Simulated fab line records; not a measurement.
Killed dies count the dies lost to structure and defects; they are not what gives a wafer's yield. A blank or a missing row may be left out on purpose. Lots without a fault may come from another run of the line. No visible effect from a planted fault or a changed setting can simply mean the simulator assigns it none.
Which of the tools did it? :: flow sky130 :: Sampling: 12 lots, 36 wafers, 4 of 708 route steps

## WHAT THE GAUGES READ, wafer by wafer
SKY_NWELL_TW_MEAS_26. Usual: NWELL_2_TW gives 495.4 (standard deviation 2.2).
lot: L370
measured: day 5 09:51
on: filmMetro-03
NWELL_2_TW: 499.6 499.6 497.7
flag: 

lot: L371
measured: day 5 17:46
on: filmMetro-04
NWELL_2_TW: 495.7 494.8 493.7
flag: 

lot: L373
measured: day 6 01:07
on: filmMetro-03
NWELL_2_TW: 497.6 498.5 497.8
flag: 

lot: L375
measured: day 6 18:49
on: filmMetro-03
NWELL_2_TW: 499.5 497.5 497.4
flag: 

lot: L377
measured: day 7 02:24
on: filmMetro-03
NWELL_2_TW: 492.8 495.6 493.8
flag: 

lot: L378
measured: day 7 08:32
on: filmMetro-03
NWELL_2_TW: 493.5 493.2 493.1
flag: 

lot: L383
measured: day 8 14:20
on: filmMetro-03
NWELL_2_TW: 752.7 755.2 754.0
flag: OFF

lot: L385
measured: day 8 21:52
on: filmMetro-04
NWELL_2_TW: 759.0 756.6 759.1
flag: OFF

lot: L386
measured: day 9 09:32
on: filmMetro-01
NWELL_2_TW: 496.3 494.0 496.0
flag: 

lot: L387
measured: day 10 08:46
on: filmMetro-01
NWELL_2_TW: 498.0 494.6 494.4
flag: 

lot: L391
measured: day 10 20:34
on: filmMetro-03
NWELL_2_TW: 493.4 492.6 493.8
flag: 

lot: L390
measured: day 10 21:31
on: filmMetro-03
NWELL_2_TW: 493.1 496.0 495.4
flag: 

SKY_LOCAL_INTERCONNECT_OVL_MEAS_12. Usual: LOCAL_INTERCONNECT_OVL gives -1 nm (standard deviation 4.8).
lot: L370
measured: day 30 08:18
on: overlay-01
LOCAL_INTERCONNECT_OVL (nm): 1 5 7
flag: 

lot: L371
measured: day 30 23:28
on: overlay-02
LOCAL_INTERCONNECT_OVL (nm): -1 6 -1
flag: 

lot: L373
measured: day 31 10:28
on: overlay-01
LOCAL_INTERCONNECT_OVL (nm): 2 -5 6
flag: 

lot: L375
measured: day 32 11:28
on: overlay-01
LOCAL_INTERCONNECT_OVL (nm): -1 2 -1
flag: 

lot: L377
measured: day 32 16:31
on: overlay-01
LOCAL_INTERCONNECT_OVL (nm): -8 -6 -11
flag: 

lot: L378
measured: day 33 10:52
on: overlay-02
LOCAL_INTERCONNECT_OVL (nm): -5 3 -5
flag: 

lot: L383
measured: day 34 22:11
on: overlay-01
LOCAL_INTERCONNECT_OVL (nm): -1 2 4
flag: 

lot: L385
measured: day 36 00:13
on: overlay-02
LOCAL_INTERCONNECT_OVL (nm): 4 -4 -7
flag: 

lot: L386
measured: day 35 21:49
on: overlay-02
LOCAL_INTERCONNECT_OVL (nm): 3 3 5
flag: 

lot: L387
measured: day 37 05:44
on: overlay-01
LOCAL_INTERCONNECT_OVL (nm): 3 6 7
flag: 

lot: L391
measured: day 37 07:36
on: overlay-01
LOCAL_INTERCONNECT_OVL (nm): 1 -3 -4
flag: 

lot: L390
measured: day 37 10:11
on: overlay-01
LOCAL_INTERCONNECT_OVL (nm): -1 -5 -11
flag: 

## EACH LOT AND THE TOOL THAT RAN IT (in order: tool; ch and the chambers of the sampled wafers; start)
lot: L370
SKY_NWELL_IMPLANT_24: implanter-02 ch 0, day 5 09:36
SKY_VT_ADJUST_NCORE_STRIP_10: plasmaAsher-04 ch 0,1, day 8 14:36

lot: L371
SKY_NWELL_IMPLANT_24: implanter-04 ch 0, day 5 17:31
SKY_VT_ADJUST_NCORE_STRIP_10: plasmaAsher-03 ch 0,1, day 8 22:39

lot: L373
SKY_NWELL_IMPLANT_24: implanter-03 ch 0, day 6 00:53
SKY_VT_ADJUST_NCORE_STRIP_10: plasmaAsher-02 ch 0,1, day 9 08:35

lot: L375
SKY_NWELL_IMPLANT_24: implanter-04 ch 0, day 6 18:36
SKY_VT_ADJUST_NCORE_STRIP_10: plasmaAsher-02 ch 0,1, day 10 02:38

lot: L377
SKY_NWELL_IMPLANT_24: implanter-04 ch 0, day 7 02:09
SKY_VT_ADJUST_NCORE_STRIP_10: plasmaAsher-04 ch 0,1, day 10 13:45

lot: L378
SKY_NWELL_IMPLANT_24: implanter-03 ch 0, day 7 08:19
SKY_VT_ADJUST_NCORE_STRIP_10: plasmaAsher-04 ch 0,1, day 10 23:36

lot: L383
SKY_NWELL_IMPLANT_24: implanter-03 ch 0, day 8 14:06
SKY_VT_ADJUST_NCORE_STRIP_10: plasmaAsher-03 ch 1, day 12 10:56

lot: L385
SKY_NWELL_IMPLANT_24: implanter-03 ch 0, day 8 21:37
SKY_VT_ADJUST_NCORE_STRIP_10: plasmaAsher-02 ch 1, day 12 20:03

lot: L386
SKY_NWELL_IMPLANT_24: implanter-02 ch 0, day 9 09:18
SKY_VT_ADJUST_NCORE_STRIP_10: plasmaAsher-03 ch 0,1, day 13 08:23

lot: L387
SKY_NWELL_IMPLANT_24: implanter-04 ch 0, day 10 08:31
SKY_VT_ADJUST_NCORE_STRIP_10: plasmaAsher-02 ch 0,1, day 14 12:29

lot: L391
SKY_NWELL_IMPLANT_24: implanter-04 ch 0, day 10 20:21
SKY_VT_ADJUST_NCORE_STRIP_10: plasmaAsher-04 ch 0,1, day 15 01:41

lot: L390
SKY_NWELL_IMPLANT_24: implanter-04 ch 0, day 10 21:17
SKY_VT_ADJUST_NCORE_STRIP_10: plasmaAsher-03 ch 0,1, day 15 02:08
- SKY_NWELL_IMPLANT_24
- SKY_VT_ADJUST_NCORE_STRIP_10: strips in O2/N2.

## WHAT THE TOOLS THEMSELVES READ (means of the sampled wafers that have a number; where no wafer has one, the mark that the record gives instead)
SKY_NWELL_IMPLANT_24. Usual: doseIonsCm2 9.201e+12, standard deviation 9.1e+09; faradayCurrentUA 51.6, standard deviation 1.1.
lot: L370
tool: implanter-02
doseIonsCm2: 9.204e+12
faradayCurrentUA: 52.6
flag: 

lot: L371
tool: implanter-04
doseIonsCm2: 9.205e+12
faradayCurrentUA: 51.5
flag: 

lot: L373
tool: implanter-03
doseIonsCm2: 9.209e+12
faradayCurrentUA: 51.7
flag: 

lot: L375
tool: implanter-04
doseIonsCm2: 9.200e+12
faradayCurrentUA: 52.3
flag: 

lot: L377
tool: implanter-04
doseIonsCm2: 9.201e+12
faradayCurrentUA: 51.0
flag: 

lot: L378
tool: implanter-03
doseIonsCm2: 9.198e+12
faradayCurrentUA: 52.0
flag: 

lot: L383
tool: implanter-03
doseIonsCm2: 3.538e+13
faradayCurrentUA: 199.0
flag: OFF

lot: L385
tool: implanter-03
doseIonsCm2: 3.539e+13
faradayCurrentUA: 201.2
flag: OFF

lot: L386
tool: implanter-02
doseIonsCm2: 9.205e+12
faradayCurrentUA: 50.7
flag: 

lot: L387
tool: implanter-04
doseIonsCm2: 9.201e+12
faradayCurrentUA: 51.9
flag: 

lot: L391
tool: implanter-04
doseIonsCm2: 9.202e+12
faradayCurrentUA: 51.3
flag: 

lot: L390
tool: implanter-04
doseIonsCm2: 9.193e+12
faradayCurrentUA: 51.9
flag: 

SKY_VT_ADJUST_NCORE_STRIP_10. Usual: drypumpMotorCurrentA 5.67 A, standard deviation 0.29; o2FlowSccm 3003 sccm, standard deviation 8.6; oesProductAu 0.716 a.u., standard deviation 0.0043; stripTimeToEndpointS 14.19 s, standard deviation 0.038.
lot: L370
tool: plasmaAsher-04
drypumpMotorCurrentA (A): 6.00
o2FlowSccm (sccm): 3004
oesProductAu (a.u.): 0.715
stripTimeToEndpointS (s): 14.19
flag: 

lot: L371
tool: plasmaAsher-03
drypumpMotorCurrentA (A): 5.60
o2FlowSccm (sccm): 2997
oesProductAu (a.u.): 0.718
stripTimeToEndpointS (s): 14.16
flag: 

lot: L373
tool: plasmaAsher-02
drypumpMotorCurrentA (A): 5.38
o2FlowSccm (sccm): 3010
oesProductAu (a.u.): 0.716
stripTimeToEndpointS (s): 14.17
flag: 

lot: L375
tool: plasmaAsher-02
drypumpMotorCurrentA (A): 5.38
o2FlowSccm (sccm): 2993
oesProductAu (a.u.): 0.715
stripTimeToEndpointS (s): 14.25
flag: 

lot: L377
tool: plasmaAsher-04
drypumpMotorCurrentA (A): 5.98
o2FlowSccm (sccm): 3003
oesProductAu (a.u.): 0.715
stripTimeToEndpointS (s): 14.17
flag: 

lot: L378
tool: plasmaAsher-04
drypumpMotorCurrentA (A): 5.86
o2FlowSccm (sccm): 2992
oesProductAu (a.u.): 0.715
stripTimeToEndpointS (s): 14.22
flag: 

lot: L383
tool: plasmaAsher-03
drypumpMotorCurrentA (A): 5.74
o2FlowSccm (sccm): 3008
oesProductAu (a.u.): 0.717
stripTimeToEndpointS (s): 14.22
flag: 

lot: L385
tool: plasmaAsher-02
drypumpMotorCurrentA (A): 5.60
o2FlowSccm (sccm): 2992
oesProductAu (a.u.): 0.717
stripTimeToEndpointS (s): 14.20
flag: 

lot: L386
tool: plasmaAsher-03
drypumpMotorCurrentA (A): 5.61
o2FlowSccm (sccm): 3003
oesProductAu (a.u.): 0.716
stripTimeToEndpointS (s): 14.18
flag: 

lot: L387
tool: plasmaAsher-02
drypumpMotorCurrentA (A): 5.49
o2FlowSccm (sccm): 3013
oesProductAu (a.u.): 0.719
stripTimeToEndpointS (s): 14.17
flag: 

lot: L391
tool: plasmaAsher-04
drypumpMotorCurrentA (A): 5.98
o2FlowSccm (sccm): 3004
oesProductAu (a.u.): 0.716
stripTimeToEndpointS (s): 14.20
flag: 

lot: L390
tool: plasmaAsher-03
drypumpMotorCurrentA (A): 5.47
o2FlowSccm (sccm): 3000
oesProductAu (a.u.): 0.719
stripTimeToEndpointS (s): 14.21
flag: 

## THE ANSWER, worked out from the rows above alone
Rule: a lot counts as off when the mean over its wafers that have a number is more than 3 standard deviations away from the usual mean. A lot without any number at a reading at which 4 lots or more have one is off too. The other lots that the step has rows for count as sound. The gauges are gone through in route order, then the tools' own readings, and for those a lot's mean is taken as printed above. The first step at which some lot is off is used, and at that step the reading that is off furthest; a lot without a number counts as furthest.
Off: L383, L385, seen at SKY_NWELL_TW_MEAS_26 (NWELL_2_TW).
A tool fits if, at a process step before that reading, it ran every lot that is off, and no sound lot after the first of them. The gauges at SKY_NWELL_TW_MEAS_26 aren't tried: what is off there is off at SKY_NWELL_IMPLANT_24 too, on other tools, and a gauge's error can't cause that. One candidate fits, namely implanter-03 at SKY_NWELL_IMPLANT_24. Its last sound lot is L378 (day 7 08:19), its first lot that is off L383 (day 8 14:06): a fault that began between those two fits.
The tool's own readings at SKY_NWELL_IMPLANT_24 bear it out: on the lots that are off they differ by more than 5 times the standard deviation of the sound lots' means. doseIonsCm2 reads 3.538e+13 there against 9.202e+12 on the sound lots; faradayCurrentUA reads 200.1 there against 51.7 on the sound lots.

## WHAT THE SIMULATOR HAD PUT IN
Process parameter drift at SKY_NWELL_IMPLANT_24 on implanter-03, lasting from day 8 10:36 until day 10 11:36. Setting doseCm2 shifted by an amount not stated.
Lots struck among those shown: L383, L385. The rule above found the same.
